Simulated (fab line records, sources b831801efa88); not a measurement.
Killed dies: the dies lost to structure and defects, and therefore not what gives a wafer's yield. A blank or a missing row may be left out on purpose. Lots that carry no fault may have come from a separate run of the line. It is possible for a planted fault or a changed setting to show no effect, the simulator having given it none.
A single fault, viewed from 2 desks :: flow gf180mcu :: only its own numbers are on each desk; what lay behind them is given at the end

## METROLOGY DESK
What the gauges read, lot by lot, whatever tool the lot ran on: means of the sampled wafers that have a number. Any lot whose mean is over 4 standard deviations away from the usual mean is out of limits and marked OUT; that distance is given in the brackets.
Columns: A = M3_ALCU_THK at GF_M3_THK_MEAS_06, usual 456 nm; B = V3_BOW at GF_V3_BOW_MEAS_05, usual 119 um; C = cdNm at GF_V3_CD_MEAS_14, usual 260.2 nm
lot: L440
first seen here: day 20 06:28
A: 467
B: 107
C: 259.5

lot: L443
first seen here: day 21 11:07
A: 456
B: 122
C: 259.1

lot: L444
first seen here: day 21 22:01
A: 459
B: 121
C: 259.5

lot: L448
first seen here: day 23 11:43
A: 459
B: 112
C: 259.6

lot: L449
first seen here: day 23 22:54
A: 455
B: 116
C: 261.4

lot: L450
first seen here: day 24 01:23
A: 459
B: 129
C: 261.9

lot: L452
first seen here: day 25 02:26
A: 453
B: 122
C: 261.1

lot: L453
first seen here: day 25 07:20
A: 461
B: 121
C: 259.8

lot: L455
first seen here: day 25 21:11
A: 457
B: 125
C: 259.0

lot: L456
first seen here: day 26 04:21
A: 450
B: 127
C: 260.2

lot: L458
first seen here: day 26 19:19
A: 446
B: 115
C: 260.3

lot: L459
first seen here: day 27 00:44
A: 458
B: 121
C: 260.6

lot: L462
first seen here: day 27 20:57
A: 461
B: 113
C: 259.4

lot: L463
first seen here: day 28 08:19
A: 448
B: 117
C: 261.9
This desk's finding: nothing out of limits on any of the 14 lots.

## THE TOOL OWNER'S DESK: pvdSputter-04
The tool's own readings at GF_M4_SPUTTER_02 (material AlCu, target thk 450 nm, time 23.9 s): means of the sampled wafers that have a number, for each lot that ran on this tool. Any lot whose mean is over 4 standard deviations away from the usual mean is out of limits and marked OUT; that distance is given in the brackets.
Columns: A = chamberPressurePa at GF_M4_SPUTTER_02, usual 0.3999 Pa; B = throttleValvePct at GF_M4_SPUTTER_02, usual 30.0 %
lot: L443
first seen here: day 23 13:10
A: 0.3989
B: 30.3

lot: L448
first seen here: day 25 10:40
A: 0.4000
B: 30.1

lot: L450
first seen here: day 25 22:19
A: 0.4252 (+33) OUT
B: 29.5

lot: L452
first seen here: day 26 23:25
A: 0.4245 (+32) OUT
B: 29.7

lot: L453
first seen here: day 27 04:35
A: 0.4251 (+33) OUT
B: 29.6

lot: L463
first seen here: day 30 00:44
A: 0.3999
B: 30.2
Finding of this desk: L450, L452, L453 out of limits; the first was L450 at day 25 22:19, on chamberPressurePa at GF_M4_SPUTTER_02. In limits: L443, L448, L463.

## BROUGHT TOGETHER
On L450, L452, L453, at day 25 22:19, an alarm was possible from the tool owner's desk.
At the metrology desk, nothing out of limits was observed.
The metrology desk has L450, L452, L453 on record, within its limits.
The lots listed all ran GF_M4_SPUTTER_02 on pvdSputter-04.

## WHAT HAD BEEN PUT IN BY THE SIMULATOR
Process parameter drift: pvdSputter-04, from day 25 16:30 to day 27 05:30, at GF_M4_SPUTTER_02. Setting chamberPressurePa shifted by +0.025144 from 0.4. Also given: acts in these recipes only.
Lots struck among those shown: L450, L452, L453.
Delay in hours, fault start to first out-of-limits reading, by desk: the tool owner's desk at 6.
